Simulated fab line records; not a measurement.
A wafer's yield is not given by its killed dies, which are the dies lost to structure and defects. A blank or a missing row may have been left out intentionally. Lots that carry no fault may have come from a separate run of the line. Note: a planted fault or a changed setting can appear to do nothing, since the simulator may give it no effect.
Chamber matching | flow gf180mcu | 4 sister chambers for GF_STI_ETCH_14 on rie si-01
The step etches Si in HBr/Cl2/O2, target depth 360 nm, time 102.9 s. 4 wafers are shown with their chamber, then 7 later ones without.

== EACH WAFER AND ITS CHAMBER ==
wafer  | chamber | drypump motor current A (A)
L410.2 | 0       | 5.7
L421.5 | 1       | 5.5
L422.2 | 3       | 5.4
L422.4 | 2       | 5.2

== WAFERS WHOSE CHAMBER IS MISSING ==
wafer  | drypump motor current A (A)
L422.5 | 5.7
L423.1 | 5.7
L423.4 | 5.5
L423.6 | 5.2
L428.1 | 5.3
L428.5 | 5.8
L428.6 | 5.5

== EACH ONE'S CHAMBER ==
wafer  | from the rows above          | in truth
L422.5 | 0                            | 0
L423.1 | 0                            | 0
L423.4 | can't be placed: 1 or 3      | 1
L423.6 | 2                            | 2
L428.1 | can't be placed: 2 or 3 or 1 | 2
L428.5 | 0                            | 0
L428.6 | can't be placed: 1 or 3      | 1
Correctly placed: 4 of 7. These rows do not allow placing 3 (true chamber among the candidates in 3). Placed wrongly: 0.
How it was worked out, from the rows above alone: a wafer's distance from a chamber is the root of the sum, over the readings, of the square of ((its reading less the chamber's mean) divided by the reading's scatter). The wafer belongs to the nearest chamber; if the next one is less than 2 further off, it can't be placed. Each chamber's mean is taken over the wafers shown for it. The scatter (one wafer shown for each chamber): square how far every hidden wafer sits from the nearest shown wafer, average those squares and take the square root.
